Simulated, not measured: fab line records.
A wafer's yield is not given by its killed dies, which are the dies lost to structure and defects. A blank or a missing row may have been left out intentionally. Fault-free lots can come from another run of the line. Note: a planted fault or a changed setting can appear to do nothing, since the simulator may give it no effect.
fab line records	flow gf180mcu
record lots=24	wafers=72	last_day=34
route steps=602 shown M4@462 V4@478 M5@535 V5@556
lots that met no fault: from a run of the same line without faults
start_h: hours from the record's opening day to when the first of the lot's shown wafers began	wait_h: hours since the lot's step before	" unchanged from the row above	L1.1+2: a row that stands for several wafers	- no value, or no start was given	* or withheld: withheld	< > ~ a bound
route shown NAME@n: names a module that has steps shown in the file, with the first one's number in the route	usual: average and standard deviation across the fault-free wafers	same: alike in all rows	chamber/n: place in a boat	sites: each site's reading	_std_site: standard deviation of those values	_edge_site: mean of outer sites minus mean of inner sites	radius_mm: for every site, how far away it sits from the centre of the wafer	mask NAME#n: copy n	behind: tool/chamber where the wafer was last shaped	hold: cause of the lot's hold/its duration in hours/its outcome	device: which transistor (n, p or np) failed to switch	end of line: the tests these same wafers got at the end of their route	for a step that has no rows: nothing shown but its recipe	killed: dies lost to structure and defects at the first sort, not the wafer's yield	map: shows each die of a wafer: x if killed, . if not, _ if none is there
set.NAME: the setting as run; set.NAME@STEP: as run at that earlier step	model.NAME: the simulator's own value behind a step, which no gauge read
the route's steps for a sample of lots (tables are steps, rows are wafers)
services: when a tool's chamber went out of use (start_h, in hours from the record's first day, below 0 if earlier), for how many hours, and the reason
## steps
# step GF_M4_THK_MEAS_06
# recipe thk_meas_gauge=xrf	reads=AlCu_of_M4_SPUTTER_02
# usual M4_ALCU_THK=448/5.5
lot.wafer	tool	chamber	start_h	wait_h	M4_ALCU_THK[nm]
L074.1	film_metro-02	-	519.12	0.1	438
L074.2	"	-	"	"	440
L074.5	"	-	"	"	435
L075.1	film_metro-02	-	524.88	0.1	438
L075.4	"	-	"	"	443
L075.6	"	-	"	"	439
L076.1	film_metro-02	-	536.70	0.1	450
L076.3	"	-	"	"	455
L076.6	"	-	"	"	451
L077.1	film_metro-03	-	545.02	0.1	453
L077.3	"	-	"	"	453
L077.5	"	-	"	"	452
L078.2	film_metro-02	-	552.29	0.1	448
L078.3	"	-	"	"	449
L078.5	"	-	"	"	450
L079.1	film_metro-02	-	560.51	0.1	442
L079.3	"	-	"	"	449
L079.6	"	-	"	"	445
L080.1	film_metro-03	-	575.72	0.1	454
L080.2	"	-	"	"	452
L080.3	"	-	"	"	453
L081.2	film_metro-01	-	588.06	0.1	448
L081.3	"	-	"	"	451
L081.4	"	-	"	"	452
L082.2	film_metro-01	-	590.88	0.1	441
L082.5	"	-	"	"	443
L082.6	"	-	"	"	448
L083.1	film_metro-02	-	596.36	0.1	445
L083.3	"	-	"	"	445
L083.4	"	-	"	"	439
L084.1	film_metro-02	-	603.72	0.1	451
L084.2	"	-	"	"	447
L084.3	"	-	"	"	451
L085.2	film_metro-03	-	608.02	0.1	458
L085.5	"	-	"	"	455
L085.6	"	-	"	"	448
L086.2	film_metro-02	-	616.47	0.1	448
L086.3	"	-	"	"	449
L086.6	"	-	"	"	447
L087.1	film_metro-02	-	627.48	0.1	443
L087.2	"	-	"	"	455
L087.3	"	-	"	"	452
L088.1	film_metro-01	-	637.07	0.1	446
L088.4	"	-	"	"	445
L088.6	"	-	"	"	446
L089.4	film_metro-02	-	641.30	0.1	446
L089.5	"	-	"	"	447
L089.6	"	-	"	"	439
L090.2	film_metro-03	-	645.67	0.1	450
L090.3	"	-	"	"	450
L090.4	"	-	"	"	447
L091.1	film_metro-02	-	656.02	0.1	444
L091.3	"	-	"	"	441
L091.4	"	-	"	"	445
L092.2	film_metro-01	-	657.43	0.1	439
L092.5	"	-	"	"	450
L092.6	"	-	"	"	451
L093.1	film_metro-03	-	667.02	0.1	454
L093.5	"	-	"	"	453
L093.6	"	-	"	"	451
L094.2	film_metro-02	-	679.80	0.1	450
L094.3	"	-	"	"	449
L094.5	"	-	"	"	450
L095.1	film_metro-02	-	680.60	0.1	454
L095.2	"	-	"	"	444
L095.6	"	-	"	"	453
L096.3	film_metro-01	-	688.96	0.1	448
L096.4	"	-	"	"	457
L096.5	"	-	"	"	449
L097.2	film_metro-03	-	694.38	0.1	436
L097.4	"	-	"	"	447
L097.6	"	-	"	"	445
# step GF_V4_CVD_02
# recipe material=SiO2	target_thk_nm=850	precursor=TEOS	temp_c=400	time_s=94.851	rf_w=600
# usual heater_power_w=671/92	rf_fwd_power_W=596.1/2
lot.wafer	tool	chamber	start_h	wait_h	heater_power_w	rf_fwd_power_W
L074.1	pecvd-01	0	542.45	0.1	740	595.8
L074.2	"	2	"	"	794	593.8
L074.5	"	2	"	"	820	593.5
L075.1	pecvd-03	0	547.72	0.1	703	593.9
L075.4	"	1	"	"	503	594.9
L075.6	"	2	"	"	741	594.9
L076.1	pecvd-01	0	560.10	0.1	731	597.6
L076.3	"	2	"	"	855	596.0
L076.6	"	0	"	"	609	597.4
L077.1	pecvd-02	2	568.15	0.1	628	598.6
L077.3	"	0	"	"	597	596.9
L077.5	"	2	"	"	667	599.9
L078.2	pecvd-01	2	575.20	0.0	789	594.5
L078.3	"	1	"	"	683	594.9
L078.5	"	1	"	"	536	594.0
L079.1	pecvd-01	0	583.51	0.1	767	597.2
L079.3	"	2	"	"	805	594.9
L079.6	"	0	"	"	623	598.8
L080.1	pecvd-01	2	598.16	0.1	850	592.8
L080.2	"	0	"	"	726	596.7
L080.3	"	1	"	"	595	594.1
L081.2	pecvd-01	1	609.56	0.0	626	592.6
L081.3	"	2	"	"	811	595.4
L081.4	"	0	"	"	718	595.5
L082.2	pecvd-03	1	612.16	0.0	573	598.9
L082.5	"	2	"	"	740	596.9
L082.6	"	1	"	"	590	596.0
L083.1	pecvd-03	1	618.23	0.1	557	597.4
L083.3	"	0	"	"	574	597.3
L083.4	"	1	"	"	582	596.2
L084.1	pecvd-01	1	626.11	0.1	603	595.5
L084.2	"	2	"	"	855	595.8
L084.3	"	0	"	"	713	599.2
L085.2	pecvd-02	2	629.46	0.0	678	596.4
L085.5	"	2	"	"	717	594.1
L085.6	"	0	"	"	581	596.2
L086.2	pecvd-02	2	637.42	0.0	644	597.2
L086.3	"	0	"	"	555	598.1
L086.6	"	1	"	"	640	600.3
L087.1	pecvd-03	1	647.82	0.1	467	597.4
L087.2	"	2	"	"	671	594.0
L087.3	"	0	"	"	596	597.9
L088.1	pecvd-01	2	657.63	0.1	709	596.4
L088.4	"	1	"	"	617	593.7
L088.6	"	2	"	"	776	595.3
L089.4	pecvd-02	1	661.75	0.1	794	596.0
L089.5	"	2	"	"	676	599.2
L089.6	"	0	"	"	571	594.9
L090.2	pecvd-01	0	665.88	0.0	645	598.9
L090.3	"	1	"	"	625	596.4
L090.4	"	1	"	"	656	595.0
L091.1	pecvd-02	2	675.82	0.1	692	600.4
L091.3	"	0	"	"	540	595.9
L091.4	"	2	"	"	719	598.4
L092.2	pecvd-02	1	677.92	0.0	654	594.2
L092.5	"	1	"	"	709	596.3
L092.6	"	2	"	"	711	596.3
L093.1	pecvd-03	0	687.15	0.1	641	597.6
L093.5	"	0	"	"	680	596.8
L093.6	"	2	"	"	580	594.0
L094.2	pecvd-03	2	699.20	0.0	670	595.4
L094.3	"	0	"	"	674	595.6
L094.5	"	0	"	"	694	597.5
L095.1	pecvd-01	0	701.07	0.1	708	598.4
L095.2	"	1	"	"	650	597.3
L095.6	"	2	"	"	791	592.7
L096.3	pecvd-02	1	708.10	0.0	693	602.1
L096.4	"	0	"	"	468	596.3
L096.5	"	1	"	"	759	599.2
L097.2	pecvd-02	1	713.00	0.0	755	595.2
L097.4	"	1	"	"	786	598.7
L097.6	"	0	"	"	480	597.0
# step GF_M5_ETCH_09
# recipe chemistry=CF4/O2	target=Si3N4	target_depth_nm=52	source_w=800	bias_w=150	pressure_mtorr=150	cf4_flow_sccm=80	O2_flow_sccm=10	time_s=11.6
# usual drypump_motor_current_A=5.7/0.54	oes_product_au=0.996/0.011	rf_fwd_power_W=784/4.3	throttle_valve_pct=5.970/0.01
lot.wafer	tool	chamber	start_h	wait_h	drypump_motor_current_A	oes_product_au	rf_fwd_power_W	rf_hours_counter_h	throttle_valve_pct
L074.1	rie_diel-02	1	609.99	0.0	6.0	1.018	790	25	5.982
L074.2	"	2	"	"	5.5	0.987	777	0	5.970
L074.5	"	2	"	"	5.5	0.986	779	-	5.964
L075.1	rie_diel-04	0	615.74	0.0	5.3	1.019	782	17	5.974
L075.4	"	2	"	"	5.9	1.010	782	15	5.987
L075.6	"	3	"	"	6.6	0.991	792	-	5.966
L076.1	rie_diel-04	3	627.17	0.0	6.7	0.996	791	22	5.977
L076.3	"	1	"	"	6.1	0.967	784	1	5.962
L076.6	"	3	"	"	6.7	0.995	792	-	5.985
L077.1	rie_diel-02	1	634.34	0.0	5.9	1.015	792	25	5.983
L077.3	"	0	"	"	6.3	0.999	780	25	5.974
L077.5	"	3	"	"	5.7	1.001	782	-	5.970
L078.2	rie_diel-04	0	642.22	0.0	5.3	1.007	781	18	5.976
L078.3	"	3	"	"	6.7	0.993	790	23	5.960
L078.5	"	2	"	"	5.9	0.997	781	-	5.968
L079.1	rie_diel-02	3	647.37	0.0	5.6	0.991	783	0	5.976
L079.3	"	1	"	"	5.9	1.010	792	26	5.987
L079.6	"	3	"	"	5.6	0.982	782	-	5.955
L080.1	rie_diel-01	1	662.82	0.0	5.0	0.993	788	34	5.966
L080.2	"	0	"	"	5.5	1.002	777	41	5.981
L080.3	"	3	"	"	4.7	0.991	780	2	5.990
L081.2	rie_diel-02	1	672.99	0.0	5.9	1.010	791	27	5.966
L081.3	"	3	"	"	5.7	0.983	787	1	5.977
L081.4	"	0	"	"	6.3	0.994	778	26	5.953
L082.2	rie_diel-04	3	674.67	0.0	6.7	0.995	789	24	5.969
L082.5	"	0	"	"	5.3	1.006	785	-	5.977
L082.6	"	1	"	"	6.1	0.981	785	-	5.960
L083.1	rie_diel-04	3	680.92	0.0	6.7	0.991	791	24	5.976
L083.3	"	0	"	"	5.3	0.997	786	19	5.977
L083.4	"	2	"	"	5.9	0.999	788	18	5.980
L084.1	rie_diel-02	1	690.67	0.0	5.9	1.019	788	27	5.984
L084.2	"	2	"	"	5.5	0.985	777	3	5.979
L084.3	"	3	"	"	5.6	0.994	780	2	5.972
L085.2	rie_diel-04	3	691.69	0.0	6.7	0.990	789	25	5.959
L085.5	"	1	"	"	6.1	0.967	783	-	5.969
L085.6	"	2	"	"	5.9	0.983	781	-	5.984
L086.2	rie_diel-04	0	697.07	0.0	5.3	0.998	779	20	5.977
L086.3	"	2	"	"	5.9	0.988	785	18	5.953
L086.6	"	0	"	"	5.2	1.009	784	-	5.956
L087.1	rie_diel-01	1	708.14	0.0	5.0	1.002	791	36	5.967
L087.2	"	3	"	"	4.7	1.008	775	4	5.972
L087.3	"	0	"	"	5.5	1.008	780	43	5.968
L088.1	rie_diel-02	3	716.82	0.0	5.6	0.995	780	3	5.965
L088.4	"	1	"	"	5.9	1.026	786	29	5.979
L088.6	"	2	"	"	5.5	0.981	779	-	5.948
L089.4	rie_diel-04	3	720.89	0.0	6.7	0.998	786	26	5.965
L089.5	"	2	"	"	5.9	0.999	789	-	5.966
L089.6	"	3	"	"	6.7	0.990	787	-	5.981
L090.2	rie_diel-01	3	723.87	0.0	4.7	0.996	777	4	5.964
L090.3	"	1	"	"	5.0	0.983	791	36	5.943
L090.4	"	2	"	"	5.9	1.003	782	4	5.953
L091.1	rie_diel-01	3	734.87	0.0	4.7	1.006	781	4	5.971
L091.3	"	1	"	"	5.0	0.993	791	37	5.971
L091.4	"	2	"	"	5.9	1.007	785	5	5.980
L092.2	rie_diel-04	3	735.82	0.0	6.7	0.996	791	26	5.953
L092.5	"	0	"	"	5.3	1.015	785	-	5.983
L092.6	"	3	"	"	6.7	0.990	790	-	5.965
L093.1	rie_diel-01	0	743.97	0.0	5.5	1.001	783	44	5.968
L093.5	"	0	"	"	5.5	1.013	783	-	5.977
L093.6	"	1	"	"	5.0	0.992	792	-	5.975
L094.2	rie_diel-01	3	754.84	0.0	4.7	1.007	783	5	5.978
L094.3	"	2	"	"	5.9	0.995	783	6	5.965
L094.5	"	1	"	"	5.0	0.987	789	-	5.973
L095.1	rie_diel-04	3	756.22	0.0	6.7	0.988	790	27	5.973
L095.2	"	1	"	"	6.1	0.968	782	6	5.960
L095.6	"	1	"	"	6.1	0.977	783	-	5.967
L096.3	rie_diel-01	1	763.39	0.0	5.0	0.994	789	38	5.980
L096.4	"	0	"	"	5.5	1.001	781	45	5.974
L096.5	"	1	"	"	5.0	0.993	791	-	5.970
L097.2	rie_diel-01	2	767.59	0.0	5.9	0.996	786	6	5.966
L097.4	"	1	"	"	5.0	0.981	790	38	5.965
L097.6	"	0	"	"	5.5	1.000	780	-	5.960
# step GF_V5_ETCH_16
# recipe chemistry=N2/H2	target_depth_a=withheld	overetch_a=withheld	time_s=withheld	target=BARC	ion_energy_ev=200	source_w=500	bias_w=100	pressure_mtorr=30.68	n2_flow_sccm=100	h2_flow_sccm=200
# usual drypump_motor_current_A=5.6/0.63	oes_product_au=0.855/0.0048	rf_fwd_power_W=494.3/2.1	throttle_valve_pct=13.054/0.0085
lot.wafer	tool	chamber	start_h	wait_h	drypump_motor_current_A	oes_product_au	rf_fwd_power_W	throttle_valve_pct
L074.1	rie_diel-04	3	632.37	0.0	6.7	0.857	498.2	13.061
L074.2	"	1	"	"	6.1	0.863	493.5	13.058
L074.5	"	0	"	"	5.3	0.855	496.4	13.063
L075.1	rie_diel-01	3	637.32	0.0	4.7	0.852	491.1	13.054
L075.4	"	1	"	"	5.0	0.852	495.9	13.048
L075.6	"	2	"	"	5.9	0.857	493.9	13.040
L076.1	rie_diel-03	1	648.92	0.0	5.1	0.858	494.7	13.057
L076.3	"	3	"	"	6.5	0.857	494.7	13.053
L076.6	"	3	"	"	6.5	0.859	498.1	13.069
L077.1	rie_diel-01	2	655.27	0.0	5.9	0.856	496.6	13.058
L077.3	"	1	"	"	5.0	0.853	496.5	13.045
L077.5	"	3	"	"	4.7	0.858	493.2	13.060
L078.2	rie_diel-04	3	663.67	0.0	6.7	0.858	494.7	13.065
L078.3	"	0	"	"	5.2	0.850	494.6	13.047
L078.5	"	2	"	"	5.9	0.860	493.2	13.047
L079.1	rie_diel-03	0	668.17	0.0	5.1	0.850	492.9	13.052
L079.3	"	2	"	"	6.7	0.861	493.5	13.061
L079.6	"	2	"	"	6.6	0.851	494.1	13.056
L080.1	rie_diel-03	1	683.43	0.0	5.1	0.846	493.5	13.055
L080.2	"	0	"	"	5.2	0.856	492.1	13.050
L080.3	"	2	"	"	6.6	0.859	492.6	13.063
L081.2	rie_diel-01	0	693.17	0.0	5.5	0.860	492.0	13.054
L081.3	"	3	"	"	4.7	0.863	490.7	13.056
L081.4	"	1	"	"	5.0	0.862	494.9	13.040
L082.2	rie_diel-01	0	695.13	0.0	5.5	0.850	491.9	13.032
L082.5	"	1	"	"	5.0	0.851	496.8	13.044
L082.6	"	0	"	"	5.5	0.854	491.4	13.058
L083.1	rie_diel-01	1	701.07	0.0	5.0	0.847	495.8	13.059
L083.3	"	0	"	"	5.5	0.858	493.9	13.050
L083.4	"	0	"	"	5.5	0.852	488.8	13.055
L084.1	rie_diel-03	1	711.02	0.0	5.1	0.855	494.0	13.051
L084.2	"	2	"	"	6.6	0.856	493.6	13.060
L084.3	"	0	"	"	5.2	0.849	497.4	13.054
L085.2	rie_diel-01	1	711.83	0.0	5.0	0.856	496.2	13.052
L085.5	"	2	"	"	5.9	0.852	495.9	13.047
L085.6	"	3	"	"	4.7	0.865	495.8	13.060
L086.2	rie_diel-03	3	716.43	0.0	6.5	0.870	496.6	13.043
L086.3	"	1	"	"	5.1	0.854	493.7	13.047
L086.6	"	2	"	"	6.7	0.860	493.5	13.063
L087.1	rie_diel-04	1	727.97	0.0	6.1	0.858	494.8	13.061
L087.2	"	2	"	"	5.9	0.860	495.1	13.059
L087.3	"	3	"	"	6.7	0.854	496.7	13.061
L088.1	rie_diel-01	1	736.17	0.0	5.0	0.855	496.7	13.050
L088.4	"	3	"	"	4.7	0.863	494.5	13.048
L088.6	"	1	"	"	5.0	0.853	497.1	13.050
L089.4	rie_diel-01	3	739.83	0.0	4.7	0.852	491.0	13.054
L089.5	"	0	"	"	5.5	0.858	491.4	13.052
L089.6	"	3	"	"	4.7	0.863	493.5	13.064
L090.2	rie_diel-03	2	742.87	0.0	6.6	0.860	493.5	13.062
L090.3	"	1	"	"	5.1	0.853	495.8	13.057
L090.4	"	0	"	"	5.2	0.858	493.5	13.062
L091.1	rie_diel-01	3	752.97	0.0	4.7	0.855	492.3	13.048
L091.3	"	1	"	"	5.0	0.859	497.4	13.040
L091.4	"	0	"	"	5.5	0.859	488.3	13.053
L092.2	rie_diel-04	3	753.73	0.0	6.7	0.858	497.0	13.060
L092.5	"	2	"	"	5.9	0.860	492.3	13.049
L092.6	"	3	"	"	6.7	0.859	497.7	13.053
L093.1	rie_diel-04	0	762.12	0.0	5.3	0.849	493.8	13.056
L093.5	"	3	"	"	6.7	0.859	497.7	13.053
L093.6	"	2	"	"	5.9	0.857	494.8	13.043
L094.2	rie_diel-04	1	772.42	0.0	6.1	0.856	495.8	13.066
L094.3	"	2	"	"	5.9	0.862	492.4	13.056
L094.5	"	0	"	"	5.3	0.854	493.8	13.060
L095.1	rie_diel-04	2	773.52	0.0	5.9	0.858	491.1	13.054
L095.2	"	1	"	"	6.1	0.854	494.0	13.058
L095.6	"	0	"	"	5.2	0.861	496.5	13.063
L096.3	rie_diel-01	3	781.33	0.0	4.7	0.853	492.0	13.049
L096.4	"	3	"	"	4.7	0.855	494.1	13.049
L096.5	"	2	"	"	5.9	0.848	495.2	13.060
L097.2	rie_diel-01	2	784.72	0.0	5.9	0.852	493.8	13.041
L097.4	"	3	"	"	4.7	0.859	493.0	13.050
L097.6	"	2	"	"	5.9	0.848	495.3	13.061
# step GF_V5_SPUTTER_22
# recipe material=TiN	target_thk_nm=10	chamber_pressure_pa=5	power_w=4000	time_s=40
# usual cathode_dc_power_W=4000.1/0.74	chamber_pressure_pa=5.000/0.01	throttle_valve_pct=29.8/0.77
lot.wafer	tool	chamber	start_h	wait_h	cathode_dc_power_W	chamber_pressure_pa	throttle_valve_pct
L074.1	pvd_sputter-02	-	633.12	0.0	4001.6	5.008	29.9
L074.2	"	-	"	"	3999.9	5.016	29.0
L074.5	"	-	"	"	3999.7	5.013	29.9
L075.1	pvd_sputter-01	-	638.09	0.0	3999.8	5.003	29.0
L075.4	"	-	"	"	3999.9	5.014	30.6
L075.6	"	-	"	"	3999.0	5.005	29.3
L076.1	pvd_sputter-04	-	649.67	0.0	4001.0	5.004	30.2
L076.3	"	-	"	"	3999.2	4.997	30.1
L076.6	"	-	"	"	4001.0	4.982	30.5
L077.1	pvd_sputter-01	-	656.02	0.0	4000.2	4.995	29.1
L077.3	"	-	"	"	4001.3	4.992	29.1
L077.5	"	-	"	"	4000.9	4.999	29.2
L078.2	pvd_sputter-02	-	664.41	0.0	3999.6	5.009	29.8
L078.3	"	-	"	"	4000.2	4.965	30.4
L078.5	"	-	"	"	4001.3	4.976	30.8
L079.1	pvd_sputter-04	-	668.93	0.0	4001.3	5.010	30.0
L079.3	"	-	"	"	4001.2	5.003	30.3
L079.6	"	-	"	"	4000.6	4.997	30.4
L080.1	pvd_sputter-02	-	684.22	0.0	3999.8	4.995	30.6
L080.2	"	-	"	"	4000.2	4.990	28.9
L080.3	"	-	"	"	4000.6	4.996	29.9
L081.2	pvd_sputter-01	-	693.94	0.0	3999.4	4.986	30.7
L081.3	"	-	"	"	4000.2	4.986	29.1
L081.4	"	-	"	"	4000.9	4.997	29.2
L082.2	pvd_sputter-01	-	695.91	0.0	3999.8	5.006	30.8
L082.5	"	-	"	"	3999.6	4.995	30.8
L082.6	"	-	"	"	3999.9	4.993	29.1
L083.1	pvd_sputter-02	-	701.86	0.0	4000.6	5.004	30.7
L083.3	"	-	"	"	3999.7	5.000	29.4
L083.4	"	-	"	"	3999.8	4.991	29.0
L084.1	pvd_sputter-02	-	711.79	0.0	4000.6	5.008	30.6
L084.2	"	-	"	"	4001.9	4.990	30.0
L084.3	"	-	"	"	3999.7	5.000	29.1
L085.2	pvd_sputter-02	-	712.57	0.0	4000.1	4.992	29.0
L085.5	"	-	"	"	4000.5	4.991	29.0
L085.6	"	-	"	"	4000.7	5.013	29.7
L086.2	pvd_sputter-04	-	717.17	0.0	4001.0	4.995	29.9
L086.3	"	-	"	"	3999.6	4.995	29.5
L086.6	"	-	"	"	3999.6	4.992	29.8
L087.1	pvd_sputter-02	-	728.71	0.0	3999.2	5.011	29.0
L087.2	"	-	"	"	3999.6	5.017	28.7
L087.3	"	-	"	"	4000.2	4.996	29.8
L088.1	pvd_sputter-04	-	736.93	0.0	4000.2	4.998	29.2
L088.4	"	-	"	"	3999.6	5.002	30.7
L088.6	"	-	"	"	4000.7	4.992	30.4
L089.4	pvd_sputter-04	-	740.57	0.0	3998.8	4.986	30.6
L089.5	"	-	"	"	4000.1	5.005	29.3
L089.6	"	-	"	"	3999.5	5.002	30.3
L090.2	pvd_sputter-02	-	743.63	0.0	4000.3	4.999	28.9
L090.3	"	-	"	"	4000.2	5.002	30.1
L090.4	"	-	"	"	4000.1	4.998	31.0
L091.1	pvd_sputter-01	-	753.71	0.0	3998.7	5.011	29.3
L091.3	"	-	"	"	3999.3	5.001	31.3
L091.4	"	-	"	"	4000.6	5.009	29.2
L092.2	pvd_sputter-02	-	754.47	0.0	3999.6	5.008	29.0
L092.5	"	-	"	"	3999.4	5.003	29.9
L092.6	"	-	"	"	3999.4	5.003	29.1
L093.1	pvd_sputter-02	-	762.86	0.0	4000.6	4.975	29.8
L093.5	"	-	"	"	3999.1	5.009	29.1
L093.6	"	-	"	"	3999.5	4.999	28.8
L094.2	pvd_sputter-02	-	773.17	0.0	3999.7	4.992	29.0
L094.3	"	-	"	"	3999.4	4.999	30.6
L094.5	"	-	"	"	4000.6	5.005	31.0
L095.1	pvd_sputter-04	-	774.27	0.0	4000.4	5.009	29.5
L095.2	"	-	"	"	4000.4	5.015	30.0
L095.6	"	-	"	"	3999.7	4.992	29.2
L096.3	pvd_sputter-01	-	782.08	0.0	4000.1	5.005	30.6
L096.4	"	-	"	"	4000.2	4.995	29.0
L096.5	"	-	"	"	4000.9	4.999	29.2
L097.2	pvd_sputter-02	-	785.47	0.0	3999.7	4.989	30.7
L097.4	"	-	"	"	3999.4	4.994	30.5
L097.6	"	-	"	"	3999.4	5.006	28.9
# step GF_V5_CVD_23
# recipe material=W	target_thk_nm=350	time_s=104.9	temp_c=400	pressure_torr=40
# usual heater_power_w=796/86
lot.wafer	tool	chamber	start_h	wait_h	heater_power_w
L074.1	cvd_w-01	1	633.16	0.0	861
L074.2	"	0	"	"	837
L074.5	"	1	"	"	870
L075.1	cvd_w-01	1	638.13	0.0	873
L075.4	"	0	"	"	845
L075.6	"	1	"	"	872
L076.1	cvd_w-01	0	649.71	0.0	833
L076.3	"	0	"	"	835
L076.6	"	1	"	"	859
L077.1	cvd_w-02	1	656.06	0.0	654
L077.3	"	1	"	"	655
L077.5	"	0	"	"	816
L078.2	cvd_w-02	1	664.45	0.0	648
L078.3	"	1	"	"	648
L078.5	"	1	"	"	635
L079.1	cvd_w-01	1	668.97	0.0	881
L079.3	"	0	"	"	836
L079.6	"	0	"	"	845
L080.1	cvd_w-01	1	684.26	0.0	856
L080.2	"	0	"	"	820
L080.3	"	1	"	"	896
L081.2	cvd_w-01	0	693.98	0.0	829
L081.3	"	1	"	"	869
L081.4	"	0	"	"	818
L082.2	cvd_w-01	0	695.95	0.0	847
L082.5	"	1	"	"	868
L082.6	"	0	"	"	837
L083.1	cvd_w-02	1	701.90	0.0	658
L083.3	"	0	"	"	811
L083.4	"	1	"	"	642
L084.1	cvd_w-02	1	711.83	0.0	643
L084.2	"	0	"	"	829
L084.3	"	1	"	"	651
L085.2	cvd_w-02	1	712.61	0.0	660
L085.5	"	1	"	"	653
L085.6	"	0	"	"	843
L086.2	cvd_w-02	0	717.21	0.0	810
L086.3	"	0	"	"	825
L086.6	"	0	"	"	833
L087.1	cvd_w-02	1	728.75	0.0	642
L087.2	"	0	"	"	832
L087.3	"	0	"	"	798
L088.1	cvd_w-01	0	736.97	0.0	841
L088.4	"	1	"	"	872
L088.6	"	0	"	"	844
L089.4	cvd_w-02	1	740.65	0.1	656
L089.5	"	1	"	"	647
L089.6	"	0	"	"	823
L090.2	cvd_w-02	1	743.67	0.0	663
L090.3	"	1	"	"	649
L090.4	"	0	"	"	824
L091.1	cvd_w-02	1	753.75	0.0	652
L091.3	"	0	"	"	842
L091.4	"	1	"	"	669
L092.2	cvd_w-01	0	754.51	0.0	839
L092.5	"	1	"	"	890
L092.6	"	0	"	"	835
L093.1	cvd_w-01	0	762.90	0.0	838
L093.5	"	1	"	"	848
L093.6	"	0	"	"	842
L094.2	cvd_w-02	1	773.21	0.0	641
L094.3	"	1	"	"	660
L094.5	"	1	"	"	655
L095.1	cvd_w-01	0	774.31	0.0	835
L095.2	"	1	"	"	875
L095.6	"	0	"	"	842
L096.3	cvd_w-02	1	782.16	0.1	655
L096.4	"	0	"	"	832
L096.5	"	1	"	"	637
L097.2	cvd_w-01	1	785.51	0.0	870
L097.4	"	0	"	"	848
L097.6	"	0	"	"	861
## services
tool	chamber	start_h	hours	kind
cvd_w-01	-	523.55	1.5	repair
rie_diel-02	2	528.06	4.2	repair
rie_diel-03	1	533.43	15.2	repair
pvd_sputter-04	-	534.53	3.6	repair
cvd_w-01	-	536.95	0.6	repair
pvd_sputter-04	-	546.02	7.4	repair
pecvd-03	2	547.93	14.5	repair
pecvd-01	1	553.86	14.0	repair
rie_diel-04	0	556.22	13.1	repair
pecvd-02	-	556.62	0.7	repair
rie_diel-04	3	575.00	7.5	repair
pecvd-03	1	580.53	27.3	repair
pecvd-03	-	591.12	14.0	pm
rie_diel-02	-	593.52	0.2	repair
cvd_w-01	0	613.47	3.4	repair
rie_diel-01	-	621.12	2.8	pm
rie_diel-03	3	622.06	2.5	repair
cvd_w-02	-	625.57	6.0	pm
pecvd-03	2	628.51	4.3	repair
pecvd-03	-	629.19	2.8	pm
pecvd-02	2	631.73	2.9	repair
pvd_sputter-01	-	641.80	2.0	repair
rie_diel-01	3	693.55	12.8	repair
cvd_w-01	-	698.23	6.9	pm
## key
fault none
